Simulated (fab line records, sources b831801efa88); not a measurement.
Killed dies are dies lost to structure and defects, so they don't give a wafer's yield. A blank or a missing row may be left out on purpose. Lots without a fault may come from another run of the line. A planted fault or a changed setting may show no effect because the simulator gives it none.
Which tool did it? | flow sky130 | 11 lots, 33 wafers sampled, at 6 steps of a route of 708

WHAT THE GAUGES READ, wafer by wafer
SKY_SPACER_THK_MEAS_01.
lot  | measured     | on            | SPACER_CVD_00_THK (nm)
L594 | day 23 01:07 | film_metro-04 | 43.7 43.5 44.1
L599 | day 25 09:37 | film_metro-04 | 35.4 35.4 35.5
L600 | day 25 16:16 | film_metro-03 | 35.5 35.4 35.0
L601 | day 26 01:13 | film_metro-02 | 35.2 34.9 35.0
L608 | day 28 20:09 | film_metro-02 | 44.2 44.4 43.8
L609 | day 29 00:04 | film_metro-03 | 43.0 43.2 43.0
L611 | day 29 09:37 | film_metro-04 | 43.1 43.2 42.6
L614 | day 30 04:31 | film_metro-02 | 42.6 43.0 42.8
L613 | day 30 06:46 | film_metro-02 | 43.4 43.1 42.9
L615 | day 30 10:23 | film_metro-02 | 42.6 42.8 42.9
L616 | day 31 09:44 | film_metro-03 | 42.4 42.7 42.3

SKY_LOCAL_INTERCONNECT_CD_MEAS_11: target cd 170 nm.
lot  | measured     | on        | cd_nm (nm)
L594 | day 30 11:08 | cd_sem-01 | 170.9 171.9 169.6
L599 | day 32 16:26 | cd_sem-02 | 168.9 169.9 169.5
L600 | day 32 20:19 | cd_sem-02 | 171.9 171.0 169.5
L601 | day 33 05:06 | cd_sem-01 | 172.5 172.6 173.7
L608 | day 35 19:42 | cd_sem-02 | 170.0 171.3 170.5
L609 | day 35 22:41 | cd_sem-02 | 168.8 168.2 168.7
L611 | day 36 07:43 | cd_sem-02 | 168.5 168.2 168.8
L614 | day 36 23:31 | cd_sem-02 | 172.3 172.5 173.3
L613 | day 37 04:24 | cd_sem-01 | 172.0 170.8 171.6
L615 | day 37 06:57 | cd_sem-02 | 167.3 166.3 166.4
L616 | day 38 03:12 | cd_sem-02 | 171.5 170.4 171.6

SKY_VIA1_CD_MEAS_12: target cd 150 nm.
lot  | measured     | on        | cd_nm (nm)
L594 | day 34 00:51 | cd_sem-01 | 148.9 150.8 148.7
L599 | day 36 06:16 | cd_sem-02 | 149.7 150.2 149.4
L600 | day 36 09:09 | cd_sem-02 | 150.9 150.4 152.2
L601 | day 36 17:42 | cd_sem-02 | 150.8 150.4 150.2
L608 | day 39 03:42 | cd_sem-01 | 152.1 151.7 150.6
L609 | day 39 09:00 | cd_sem-02 | 150.4 150.9 152.2
L611 | day 39 16:32 | cd_sem-02 | 147.3 147.1 147.5
L614 | day 40 05:25 | cd_sem-01 | 151.2 152.3 151.5
L613 | day 40 11:27 | cd_sem-01 | 153.5 151.7 152.0
L615 | day 40 14:46 | cd_sem-01 | 150.2 151.6 150.9
L616 | day 41 10:03 | cd_sem-01 | 151.3 150.3 151.1

WHICH TOOL RAN EACH LOT (tool, then ch and the chambers of the sampled wafers, then the start)
lot  | SKY_SPACER_CVD_00           | SKY_SPACER_ETCHBACK_02             | SKY_VIA1_SOFTBAKE_08
L594 | lpcvd-02 ch 0, day 22 23:55 | rie_diel-01 ch 1,3, day 23 01:10   | litho_track-03 ch 0, day 34 00:51 or earlier
L599 | lpcvd-02 ch 0, day 25 08:23 | rie_diel-03 ch 0,1,2, day 25 09:40 | litho_track-04 ch 0, day 36 06:16 or earlier
L600 | lpcvd-02 ch 1, day 25 15:04 | rie_diel-01 ch 1,2, day 25 16:19   | litho_track-04 ch 0, day 36 09:09 or earlier
L601 | lpcvd-02 ch 1, day 26 00:01 | rie_diel-04 ch 0,2, day 26 01:17   | litho_track-04 ch 0, day 36 17:42 or earlier
L608 | lpcvd-02 ch 0, day 28 18:57 | rie_diel-04 ch 0,1, day 28 20:13   | litho_track-02 ch 0, day 39 03:42 or earlier
L609 | lpcvd-02 ch 1, day 28 22:50 | rie_diel-01 ch 0,1, day 29 00:07   | litho_track-02 ch 0, day 39 09:00 or earlier
L611 | lpcvd-02 ch 1, day 29 07:47 | rie_diel-03 ch 0,1, day 29 09:40   | litho_track-04 ch 0, day 39 16:32 or earlier
L614 | lpcvd-02 ch 1, day 30 03:19 | rie_diel-04 ch 0,2,3, day 30 04:34 | litho_track-04 ch 0, day 40 05:25 or earlier
L613 | lpcvd-02 ch 1, day 30 05:34 | rie_diel-04 ch 1,2, day 30 06:50   | litho_track-02 ch 0, day 40 11:27 or earlier
L615 | lpcvd-02 ch 0, day 30 09:11 | rie_diel-04 ch 1,2, day 30 10:26   | litho_track-03 ch 0, day 40 14:46 or earlier
L616 | lpcvd-02 ch 0, day 31 08:31 | rie_diel-04 ch 0,1,3, day 31 09:47 | litho_track-02 ch 0, day 41 10:03 or earlier
- SKY_SPACER_CVD_00: deposits Si3N4 from DCS/NH3, target thk 43.1 nm, time 740 s.
- SKY_SPACER_ETCHBACK_02: etches Si3N4 in CH3F/O2, stops on SiO2, time 46.7 s, target depth 45 nm.
- SKY_VIA1_SOFTBAKE_08: time 91.68 s.

WHAT THE TOOLS THEMSELVES READ (means of the sampled wafers that have a number; where no wafer has one, the mark that the record gives instead)
SKY_SPACER_CVD_00.
lot  | tool     | pressure_mtorr (mTorr) | spike_tc_top_C (C) | susceptor_temp_C (C)
L594 | lpcvd-02 | 250.1                  | 786.5              | 770.2
L599 | lpcvd-02 | 125.6                  | 786.1              | 769.9
L600 | lpcvd-02 | 124.4                  | 782.2              | 769.7
L601 | lpcvd-02 | 125.0                  | 783.1              | 770.2
L608 | lpcvd-02 | 249.8                  | 784.4              | 770.4
L609 | lpcvd-02 | 250.2                  | 783.2              | 770.1
L611 | lpcvd-02 | 249.8                  | 784.0              | 770.0
L614 | lpcvd-02 | 250.1                  | 782.3              | 769.7
L613 | lpcvd-02 | 250.3                  | 783.7              | 770.2
L615 | lpcvd-02 | 250.2                  | 785.1              | 770.0
L616 | lpcvd-02 | 249.9                  | 785.3              | 770.2

SKY_SPACER_ETCHBACK_02.
lot  | tool        | drypump_motor_current_A (A) | oes_product_au (a.u.) | throttle_valve_pct (%)
L594 | rie_diel-01 | 5.7                         | 0.864                 | 10.565
L599 | rie_diel-03 | 5.9                         | 0.766                 | 10.547
L600 | rie_diel-01 | 5.9                         | 0.771                 | 10.554
L601 | rie_diel-04 | 6.1                         | 0.767                 | 10.543
L608 | rie_diel-04 | 6.0                         | 0.868                 | 10.563
L609 | rie_diel-01 | 5.7                         | 0.855                 | 10.560
L611 | rie_diel-03 | 5.6                         | 0.851                 | 10.562
L614 | rie_diel-04 | 5.9                         | 0.854                 | 10.568
L613 | rie_diel-04 | 5.7                         | 0.852                 | 10.559
L615 | rie_diel-04 | 5.6                         | 0.851                 | 10.554
L616 | rie_diel-04 | 5.8                         | 0.846                 | 10.561

SKY_VIA1_SOFTBAKE_08.
lot  | tool           | exhaust_pa (Pa) | plate_sensor_t_centre_C (C) | plate_sensor_t_edge_C (C)
L594 | litho_track-03 | 45.0            | 100.88                      | 100.96
L599 | litho_track-04 | 45.4            | 100.88                      | 100.95
L600 | litho_track-04 | 45.0            | 100.89                      | 100.96
L601 | litho_track-04 | 44.8            | 100.88                      | 100.95
L608 | litho_track-02 | 45.0            | 100.88                      | 100.95
L609 | litho_track-02 | 45.5            | 100.88                      | 100.95
L611 | litho_track-04 | 43.9            | 100.87                      | 100.95
L614 | litho_track-04 | 45.3            | 100.88                      | 100.95
L613 | litho_track-02 | 45.2            | 100.88                      | 100.95
L615 | litho_track-03 | 45.4            | 100.88                      | 100.96
L616 | litho_track-02 | 44.9            | 100.87                      | 100.96

THE ANSWER, worked out from the rows above alone
Rule: what is usual is taken from the lots themselves. Put in order of their means at a reading, lots are off if they are a third of the lots or fewer, leave a main group of 4 or more, and stand apart from it by a gap of 3 or more times the standard deviation of the main group's means; of several such gaps the widest counts. A main group whose means are all the same, to the digits that the tables above print for the reading, isn't used. A lot without any number at a reading at which 4 lots or more have one is off too. The other lots that the step has rows for count as sound. The gauges are gone through in route order, then the tools' own readings, and for those a lot's mean is taken as printed above. The first step at which some lot is off is used, and at that step the reading that is off furthest; a lot without a number counts as furthest.
Off: L599, L600, L601, at SKY_SPACER_THK_MEAS_01 (SPACER_CVD_00_THK). The main group: mean 43.1 nm, standard deviation 0.52.
A tool fits if, at a process step before that reading, it ran every lot that is off, and no sound lot after the first of them. The gauges at SKY_SPACER_THK_MEAS_01 aren't tried: what is off there is off at SKY_SPACER_CVD_00 too, on other tools, and a gauge's error can't cause that. None of those tried fits.

WHAT THE SIMULATOR HAD PUT IN
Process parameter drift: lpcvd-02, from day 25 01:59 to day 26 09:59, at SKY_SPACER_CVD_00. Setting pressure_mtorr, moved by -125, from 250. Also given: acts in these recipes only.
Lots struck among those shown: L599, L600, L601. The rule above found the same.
